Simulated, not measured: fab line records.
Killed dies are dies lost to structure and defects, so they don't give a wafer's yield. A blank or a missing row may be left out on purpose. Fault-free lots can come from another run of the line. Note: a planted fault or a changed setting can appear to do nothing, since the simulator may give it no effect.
Which tool was responsible? -- flow sky130 -- 6 lots (17 wafers sampled), 1 step of a 708-step route

## WHAT THE GAUGES SHOWED, per wafer
SKY_LOCAL_INTERCONNECT_OVL_MEAS_12.
lot,measured,on,LOCAL_INTERCONNECT_OVL (nm)
L884,day 30 21:02,overlay-02,-2 -4 -4
L892,day 34 02:43,overlay-01,1 0
L897,day 35 10:46,overlay-02,-7 -9 -14
L901,day 36 11:04,overlay-01,-9 -11 -8
L903,day 36 23:49,overlay-01,0 -1 4
L905,day 37 17:08,overlay-02,3 3 7

## WHAT TOOL EACH LOT RAN ON (gives the tool, then ch and the chambers of the sampled wafers, and finally the start)
Record: no process step prior to these readings.

## THE ANSWER, worked out from the rows above alone
Rule: what is usual is taken from the lots themselves. The widest of any qualifying gaps counts: lots, ordered by their means at a reading, are off when they make up no more than a third of the lots, leave a main group of 4 or more, and stand apart from it by 3 or more times the standard deviation of that group's means. The tables above print the reading to a certain number of digits; a main group whose means all agree to those digits is not used. A lot without any number at a reading at which 4 lots or more have one is off too. Where the step has rows for the other lots, those lots are counted as sound.
Nothing can be told from this: no lot is off at any reading shown.

## WHAT WAS PUT IN BY THE SIMULATOR
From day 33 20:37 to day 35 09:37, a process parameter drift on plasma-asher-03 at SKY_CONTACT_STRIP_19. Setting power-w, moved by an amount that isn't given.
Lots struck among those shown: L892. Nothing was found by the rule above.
